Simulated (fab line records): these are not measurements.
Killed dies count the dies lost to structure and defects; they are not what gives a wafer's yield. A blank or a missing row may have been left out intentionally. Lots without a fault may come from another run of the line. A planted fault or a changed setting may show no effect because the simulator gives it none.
A single fault, viewed from 2 desks || flow sky130 || what lay behind the numbers comes last; until then each desk has only its own

## THE METROLOGY DESK
What the gauges read, lot by lot, whatever tool the lot ran on: means of the sampled wafers that have a number. The brackets show how far a lot's mean lies from the usual mean; more than 4 standard deviations puts the lot out of limits, marked OUT.
Columns: A = cd nm at SKY_LOCAL_INTERCONNECT_CD_MEAS_11, usual 169.9 nm; B = CONTACT_CVD_00_THK at SKY_CONTACT_THK_MEAS_01, usual 74.7 nm
{"lot": "L772", "first seen here": "day 30 13:34", "A": 168.4, "B": 75.6}
{"lot": "L773", "first seen here": "day 31 04:07", "A": 171.4, "B": 74.9}
{"lot": "L774", "first seen here": "day 31 09:00", "A": 170.8, "B": 75.2}
{"lot": "L776", "first seen here": "day 32 17:31", "A": 168.8, "B": 73.8}
{"lot": "L778", "first seen here": "day 32 18:12", "A": 169.9, "B": 75.1}
{"lot": "L785", "first seen here": "day 35 02:04", "A": 168.1, "B": 74.6}
{"lot": "L786", "first seen here": "day 35 08:34", "A": 170.3, "B": 75.8}
{"lot": "L787", "first seen here": "day 35 16:16", "A": 169.5, "B": 74.5}
{"lot": "L791", "first seen here": "day 36 22:58", "A": 170.5, "B": 74.7}
{"lot": "L790", "first seen here": "day 37 00:19", "A": 169.6, "B": 74.9}
{"lot": "L792", "first seen here": "day 37 02:50", "A": 169.4, "B": 75.1}
{"lot": "L793", "first seen here": "day 37 08:15", "A": 169.7, "B": 73.5}
{"lot": "L794", "first seen here": "day 37 15:52", "A": 170.5, "B": 74.8}
This desk's verdict: no lot among the 13 shows anything out of limits.

## DESK OF THE TOOL OWNER: rie metal-04
The tool's own readings at SKY_LOCAL_INTERCONNECT_ETCH_13 (etches BARC in N2/H2, stops on SiO2, time 45.9 s, target depth 60 nm): means of the sampled wafers that have a number, for each lot that ran on this tool. The brackets show how far a lot's mean lies from the usual mean; more than 4 standard deviations puts the lot out of limits, marked OUT.
Columns: A = bias w at SKY_LOCAL_INTERCONNECT_ETCH_13, usual 99.97 W; B = drypump motor current A at SKY_LOCAL_INTERCONNECT_ETCH_13, usual 5.6 A; C = oes product au at SKY_LOCAL_INTERCONNECT_ETCH_13, usual 0.855 a.u.; D = throttle valve pct at SKY_LOCAL_INTERCONNECT_ETCH_13, usual 13.224 %
{"lot": "L772", "first seen here": "day 30 13:43", "A": 99.52, "B": 5.3, "C": 0.851, "D": 13.222}
{"lot": "L773", "first seen here": "day 31 04:16", "A": 100.22, "B": 5.3, "C": 0.857, "D": 13.227}
{"lot": "L774", "first seen here": "day 31 09:10", "A": "95.95 (-14) OUT", "B": 5.3, "C": 0.846, "D": 13.227}
{"lot": "L778", "first seen here": "day 32 18:20", "A": "95.68 (-15) OUT", "B": 5.3, "C": 0.857, "D": 13.222}
{"lot": "L785", "first seen here": "day 35 02:13", "A": 100.17, "B": 5.3, "C": 0.857, "D": 13.213}
{"lot": "L787", "first seen here": "day 35 16:24", "A": 99.94, "B": 5.3, "C": 0.852, "D": 13.217}
{"lot": "L791", "first seen here": "day 36 23:08", "A": 99.84, "B": 5.3, "C": 0.854, "D": 13.219}
{"lot": "L793", "first seen here": "day 37 08:25", "A": 99.86, "B": 6.4, "C": 0.857, "D": 13.219}
Finding of this desk: L774, L778 out of limits; the first was L774 at day 31 09:10, on bias w at SKY_LOCAL_INTERCONNECT_ETCH_13. L772, L773, L785, L787, L791, L793: within limits.

## PUT TOGETHER
At day 31 09:10, on L774, L778, the tool owner's desk was in a position to raise an alarm.
Nothing out of limits was seen by the metrology desk.
The metrology desk holds a record of L774, L778, inside its limits.
SKY_LOCAL_INTERCONNECT_ETCH_13 was run on rie metal-04 by each of the lots named.

## WHAT THE SIMULATOR HAD INSERTED
rie metal-04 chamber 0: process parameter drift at SKY_LOCAL_INTERCONNECT_ETCH_13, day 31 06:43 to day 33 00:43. The setting bias w was moved by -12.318, starting from 100. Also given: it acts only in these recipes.
Lots struck among those shown: L774, L778.
How many hours passed from the start of the fault until each desk's first out-of-limits reading: the tool owner's desk, 2.
